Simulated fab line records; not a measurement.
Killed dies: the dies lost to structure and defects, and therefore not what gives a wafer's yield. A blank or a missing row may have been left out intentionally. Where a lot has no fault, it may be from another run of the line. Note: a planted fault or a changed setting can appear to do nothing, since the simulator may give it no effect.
What tool caused it? | flow gf180mcu | 14 lots with 42 wafers sampled at 5 steps, on a route of 602 steps

WHAT EACH GAUGE READ, for each wafer
GF_STI_THK_MEAS_30.
lot  | measured    | on            | STI_OXIDATION_02_THK (nm)
L239 | day 2 06:01 | film_metro-03 | 9.86 9.82 9.94
L241 | day 2 18:47 | film_metro-01 | 9.82 9.81 9.94
L242 | day 3 01:03 | film_metro-03 | 9.95 10.03 10.14
L243 | day 3 02:42 | film_metro-02 | 9.86 9.63 9.59
L244 | day 3 09:24 | film_metro-02 | 10.28 10.27 10.28
L245 | day 3 15:52 | film_metro-01 | 10.13 10.16 10.41
L246 | day 3 18:00 | film_metro-03 | 9.92 10.08 10.00
L247 | day 3 23:22 | film_metro-03 | 9.69 9.89 10.05
L250 | day 4 17:10 | film_metro-01 | 9.86 9.63 10.04
L252 | day 5 01:56 | film_metro-01 | 9.37 9.73 9.52
L253 | day 5 08:10 | film_metro-01 | 9.83 9.87 9.72
L259 | day 6 13:55 | film_metro-03 | 15.50 15.45 15.58 15.58 15.48 15.58
L261 | day 7 01:40 | film_metro-01 | 15.58 15.62 15.48 15.60 15.59 15.44
L262 | day 7 04:15 | film_metro-03 | 10.13 9.78 10.10

GF_VT_IMPLANT_TW_MEAS_32.
lot  | measured     | on            | VT_IMPLANT_3_TW
L239 | day 6 22:26  | film_metro-04 | 272.7 273.4 272.9
L241 | day 7 14:14  | film_metro-02 | 268.2 267.6 267.8
L242 | day 7 20:02  | film_metro-01 | 271.7 271.5 271.3
L243 | day 8 00:02  | film_metro-04 | 271.7 272.4 270.7
L244 | day 8 08:47  | film_metro-01 | 271.4 270.3 270.2
L245 | day 8 16:47  | film_metro-04 | 270.3 270.9 272.3
L246 | day 8 19:20  | film_metro-01 | 271.4 271.6 271.1
L247 | day 9 04:55  | film_metro-01 | 269.1 270.6 270.4
L250 | day 10 00:09 | film_metro-04 | 272.9 273.7 272.3
L252 | day 10 12:35 | film_metro-04 | 272.5 273.0 274.5
L253 | day 10 19:59 | film_metro-01 | 271.6 271.0 271.2
L259 | day 12 11:20 | film_metro-04 | 271.4 271.0 271.3
L261 | day 13 00:50 | film_metro-01 | 271.3 272.4 272.1
L262 | day 13 03:39 | film_metro-02 | 271.3 270.4 270.2

GF_VT_IMPLANT_OVL_MEAS_40.
lot  | measured     | on         | VT_IMPLANT_03_OVL (nm)
L239 | day 7 14:22  | overlay-01 | 1.9 0.8 1.6
L241 | day 8 06:41  | overlay-02 | -0.2 0.2 -1.8
L242 | day 8 12:19  | overlay-02 | -0.1 0.7 -0.5
L243 | day 8 16:10  | overlay-02 | 1.4 0.0 0.9
L244 | day 9 01:17  | overlay-01 | 0.4 1.4 1.6
L245 | day 9 09:23  | overlay-01 | 1.8 0.0 -0.4
L246 | day 9 12:05  | overlay-02 | -1.4 -0.7 -0.8
L247 | day 9 21:48  | overlay-02 | -3.5 -3.1 -2.2
L250 | day 10 17:25 | overlay-01 | 1.1 -0.3 1.0
L252 | day 11 06:53 | overlay-01 | -1.9 1.5 0.1
L253 | day 11 15:20 | overlay-01 | -0.4 -1.2 0.6
L259 | day 13 07:24 | overlay-01 | -1.7 -1.1 -3.0
L261 | day 13 21:21 | overlay-01 | -0.6 -1.9 -0.7
L262 | day 13 23:58 | overlay-02 | -2.2 -1.2 -1.1

GF_VT_IMPLANT_TW_MEAS_43.
lot  | measured     | on            | VT_IMPLANT_4_TW
L239 | day 7 14:38  | film_metro-04 | 697.8 703.0 698.1
L241 | day 8 06:59  | film_metro-04 | 694.8 698.6 698.6
L242 | day 8 12:36  | film_metro-01 | 697.8 698.1 697.5
L243 | day 8 16:26  | film_metro-04 | 699.6 702.1 698.2
L244 | day 9 01:35  | film_metro-04 | 699.2 697.6 698.1
L245 | day 9 09:41  | film_metro-04 | 696.0 695.9 697.6
L246 | day 9 12:23  | film_metro-04 | 696.1 695.3 695.5
L247 | day 9 22:06  | film_metro-04 | 699.1 696.3 698.3
L250 | day 10 17:42 | film_metro-01 | 696.5 696.3 696.8
L252 | day 11 07:11 | film_metro-02 | 692.7 691.9 694.2
L253 | day 11 15:38 | film_metro-01 | 700.0 701.4 699.8
L259 | day 13 07:41 | film_metro-01 | 699.5 698.5 697.3
L261 | day 13 21:38 | film_metro-02 | 697.6 697.8 697.0
L262 | day 14 00:15 | film_metro-01 | 693.8 697.8 699.0

WHICH TOOL RAN EACH LOT (tool, then ch and the chambers of the sampled wafers, then the start)
lot  | GF_STI_OXIDATION_29
L239 | furnace-02 ch 0, day 2 04:38
L241 | furnace-01 ch 0, day 2 17:23
L242 | furnace-02 ch 0, day 2 23:38
L243 | furnace-01 ch 0, day 3 01:18
L244 | furnace-02 ch 0, day 3 08:00
L245 | furnace-01 ch 0, day 3 14:28
L246 | furnace-02 ch 0, day 3 16:36
L247 | furnace-01 ch 0, day 3 21:57
L250 | furnace-01 ch 0, day 4 15:46
L252 | furnace-02 ch 0, day 5 00:32
L253 | furnace-02 ch 0, day 5 06:46
L259 | furnace-01 ch 0, day 6 12:31
L261 | furnace-01 ch 0, day 7 00:15
L262 | furnace-02 ch 0, day 7 02:50
- GF_STI_OXIDATION_29: stabilise 600 s, purge 300 s, target thk 10 nm.

AS READ BY THE TOOLS THEMSELVES (means over the sampled wafers that have a number; for cases with no such wafer, the mark the record gives instead)
GF_STI_OXIDATION_29.
lot  | tool       | ox_temp_c_max | spike_tc_upper_C (C)
L239 | furnace-02 | 903.5         | 900.1
L241 | furnace-01 | 904.0         | 901.1
L242 | furnace-02 | 903.5         | 900.2
L243 | furnace-01 | 902.5         | 900.9
L244 | furnace-02 | 902.7         | 900.4
L245 | furnace-01 | 903.1         | 900.5
L246 | furnace-02 | 902.8         | 900.3
L247 | furnace-01 | 903.6         | 900.7
L250 | furnace-01 | 904.1         | 901.0
L252 | furnace-02 | 903.2         | 899.6
L253 | furnace-02 | 903.4         | 900.3
L259 | furnace-01 | 903.7         | 901.4
L261 | furnace-01 | 903.7         | 901.1
L262 | furnace-02 | 903.4         | 899.1

THE ANSWER, worked out from the rows above alone
Rule: the usual values come from the lots themselves. Put in order of their means at a reading, lots are off if they are a third of the lots or fewer, leave a main group of 4 or more, and stand apart from it by a gap of 3 or more times the standard deviation of the main group's means; of several such gaps the widest counts. A main group is skipped when, at the precision printed for the reading in the tables above, its means are all equal. Also off: a lot with no number at a reading for which 4 or more lots have one. Any other lot the step has rows for is counted as sound. Order of review: gauges by route order, followed by the tools' own readings, for which a lot's mean as printed above is used. The first step at which some lot is off is used, and at that step the reading that is off furthest; a lot without a number counts as furthest.
Off: at GF_STI_THK_MEAS_30 (STI_OXIDATION_02_THK), L259, L261. Main group: mean 9.92 nm, sd 0.2.
If a tool, at a process step before that reading, ran all the lots that are off and no sound lot after the first of them, it fits. Those tools and the gauges at GF_STI_THK_MEAS_30 are tried in the same way. One fits: GF_STI_OXIDATION_29 on furnace-01. Its last sound lot is L250 (day 4 15:46), its first lot that is off L259 (day 6 12:31): a fault that began between those two fits.

WHAT HAD BEEN PUT IN BY THE SIMULATOR
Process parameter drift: furnace-01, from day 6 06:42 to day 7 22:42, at GF_STI_OXIDATION_29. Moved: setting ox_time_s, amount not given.
Shown lots that were struck: L259, L261. The rule above reached the same finding.
